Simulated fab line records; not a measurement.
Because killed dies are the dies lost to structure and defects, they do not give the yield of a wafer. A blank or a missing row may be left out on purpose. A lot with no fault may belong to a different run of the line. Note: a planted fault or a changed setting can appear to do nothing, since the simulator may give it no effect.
8D (eight disciplines) problem report, filled in by code	flow sfq line	the parts of the form that need people (team, actions taken, sign-off) are left out

## 1. THE ISSUE
Wafers with no fault read 69.8 s with a standard deviation of 0.4, whereas run length s at SFQ_TRILAYER_I1_VIA_BARC_OPEN_VIA_ETCH_071 reads a mean of 72.9 s on 1 wafer of 1 lot. That is +7.8 standard deviations from the usual mean.
The step: etches BARC in O2, target depth 125 nm, time 41.7 s.
The first sign was on wafer L368.2 at day 27 09:37, on rie diel-01. At this step, 39 wafers from 13 lots have a number in the record. Rule for "out", or "out of limits": more than 4 standard deviations from the usual mean. The rest of the wafers with a number are treated as sound.

## 2. WHAT IT IS AND WHAT IT IS NOT
question	is	is not
which readings at this step	run length s, oes product au	drypump motor current A
which lots	L368	L355, L356, L357, L361, L364, L365, L367, L373, L374, L376, L377, L378
which wafers of those lots	L368.2	L368.3, L368.4
read on which tools	rie diel-01	rie diel-03, rie diel-04
when	from day 27 09:37	up to then (23 sound wafers); but 15 sound wafers of L373, L374, L376, L377, L378 came after

## 3. WHAT RULES OUT EACH SUSPECT
Counting: if a tool at a process step up to the reading ran every lot that is out, it stays a suspect. Sound lots after the first of them don't rule it out here, since some wafers of a struck lot are sound.
- rie metal-04 at SFQ_TRILAYER_M0_BARC_OPEN_METAL_ETCH_031 (etches BARC in O2, target depth 125 nm, time 41.7 s): kept. It processed L368, the lot that is out, at day 15 02:59, and its most recent sound lot before then was L367 at day 14 15:01.
- pvd sputter-05 at SFQ_TRILAYER_M1_DEP_SPUTTER_037 (material Nb, target thk 200 nm, time 133.3 s): kept. It processed L368, the lot that is out, at day 21 12:45, and its most recent sound lot before then was L365 at day 20 03:13.
- rie diel-01 at SFQ_TRILAYER_I1_VIA_BARC_OPEN_VIA_ETCH_071 (etches BARC in O2, target depth 125 nm, time 41.7 s): kept. It processed L368, the lot that is out, at day 27 09:37, and its most recent sound lot before then was L356 at day 22 17:55. Its own readings are out on those wafers: oes product au, run length s.
- In rie diel-01 at SFQ_TRILAYER_I1_VIA_BARC_OPEN_VIA_ETCH_071, the wafers that are out were processed in chamber 3 and their sound lot-mates in chambers 0, 1.
rie metal-04 at SFQ_TRILAYER_M0_BARC_OPEN_METAL_ETCH_031, pvd sputter-05 at SFQ_TRILAYER_M1_DEP_SPUTTER_037 and rie diel-01 at SFQ_TRILAYER_I1_VIA_BARC_OPEN_VIA_ETCH_071 are what is left after counting.

## 4. THE CAUSE (what the simulator had put in)
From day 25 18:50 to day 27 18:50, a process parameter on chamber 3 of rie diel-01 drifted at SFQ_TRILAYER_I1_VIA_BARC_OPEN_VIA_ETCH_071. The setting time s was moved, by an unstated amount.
Of the 3 suspects that counting leaves, this tool is one.

## 5. THE EFFECT CHAIN, in route order
Each row: a reading whose mean over the struck wafers that have a number lies more than 3 standard deviations from the usual. Only readings whose record carries a usual standard deviation are examined. hours: median over the lots of the time between each lot's start at the first step of this table that gives one and its start at this step. sigmas: the change, counted in usual standard deviations.
hours	step	reading	usual	on struck wafers	change	sigmas
0	SFQ_TRILAYER_I1_VIA_BARC_OPEN_VIA_ETCH_071	oes product au	0.685 a.u.	0.656	-0.029	-5.9
0	SFQ_TRILAYER_I1_VIA_BARC_OPEN_VIA_ETCH_071	run length s	69.8 s	72.9	+3.1	+7.8
Process steps it contains:
- SFQ_TRILAYER_I1_VIA_BARC_OPEN_VIA_ETCH_071: etches BARC in O2, target depth 125 nm, time 41.7 s.
Later measuring or inspecting steps at which every struck wafer that the step has a row for has a number for every such reading, and none has moved that far: SFQ_M2_OVL_MEAS_916.

## 6. WHAT WOULD HAVE CAUGHT IT SOONER
In this record the first reading out of limits was taken at day 27 09:37, 39 hours after the fault began at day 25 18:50.
